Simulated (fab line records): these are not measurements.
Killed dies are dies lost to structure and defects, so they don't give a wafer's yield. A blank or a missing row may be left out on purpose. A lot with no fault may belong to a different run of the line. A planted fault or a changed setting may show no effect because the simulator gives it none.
Which of the tools did it? :: flow gf180mcu :: 7 lots with 21 wafers sampled at 2 steps, on a route of 602 steps

WHAT THE GAUGES READ, wafer by wafer
GF_HV_LDD_RS_MEAS_53: measures by four-point-probe.
lot: L982
measured: day 12 17:55
on: filmMetro-03
HV_LDD_RS (ohm/sq): 419.1 419.7 420.0

lot: L984
measured: day 13 09:49
on: filmMetro-04
HV_LDD_RS (ohm/sq): 419.9 418.8 419.5

lot: L989
measured: day 15 00:34
on: filmMetro-03
HV_LDD_RS (ohm/sq): 418.7 419.4 417.7

lot: L991
measured: day 15 18:07
on: filmMetro-04
HV_LDD_RS (ohm/sq): 417.9 417.9 419.8

lot: L999
measured: day 18 11:40
on: filmMetro-01
HV_LDD_RS (ohm/sq): - - -

lot: L101
measured: day 19 05:19
on: filmMetro-04
HV_LDD_RS (ohm/sq): 419.6 420.1 420.7

lot: L104
measured: day 19 23:25
on: filmMetro-01
HV_LDD_RS (ohm/sq): 419.4 419.1 418.5

TOOL THAT RAN EACH LOT (tool first, then ch and the chambers of the sampled wafers, then the start)
lot: L982
GF_HV_LDD_IMPLANT_34: implanter-02 ch 0, day 11 21:38

lot: L984
GF_HV_LDD_IMPLANT_34: implanter-04 ch 0, day 12 13:17

lot: L989
GF_HV_LDD_IMPLANT_34: implanter-02 ch 0, day 14 01:59

lot: L991
GF_HV_LDD_IMPLANT_34: implanter-03 ch 0, day 14 20:17

lot: L999
GF_HV_LDD_IMPLANT_34: implanter-03 ch 0, day 17 10:59

lot: L101
GF_HV_LDD_IMPLANT_34: implanter-04 ch 0, day 18 03:57

lot: L104
GF_HV_LDD_IMPLANT_34: implanter-04 ch 0, day 18 22:06
- GF_HV_LDD_IMPLANT_34

THE ANSWER, worked out from the rows above alone
Rule: the lots themselves supply what counts as usual. Put in order of their means at a reading, lots are off if they are a third of the lots or fewer, leave a main group of 4 or more, and stand apart from it by a gap of 3 or more times the standard deviation of the main group's means; of several such gaps the widest counts. A main group whose means are all the same, to the digits that the tables above print for the reading, isn't used. Also off: a lot with no number at a reading for which 4 or more lots have one. The other lots that the step has rows for count as sound.
Off: L999, at GF_HV_LDD_RS_MEAS_53 (HV_LDD_RS). Without a number there: L999. The main group has a mean of 419.2 ohm/sq with a standard deviation of 0.56.
If a tool, at a process step before that reading, ran all the lots that are off and no sound lot after the first of them, it fits. The gauges at GF_HV_LDD_RS_MEAS_53 are tried like those tools. One fits: GF_HV_LDD_IMPLANT_34 on implanter-03. A fault onset in the window from L991 (day 14 20:17, its last sound lot) to L999 (day 17 10:59, its first lot off) fits.

WHAT THE SIMULATOR HAD INSERTED
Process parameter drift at GF_HV_LDD_IMPLANT_34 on implanter-03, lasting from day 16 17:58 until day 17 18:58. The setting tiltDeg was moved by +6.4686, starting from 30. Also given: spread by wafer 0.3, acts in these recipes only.
Lots struck among those shown: L999. The rule above found the same.
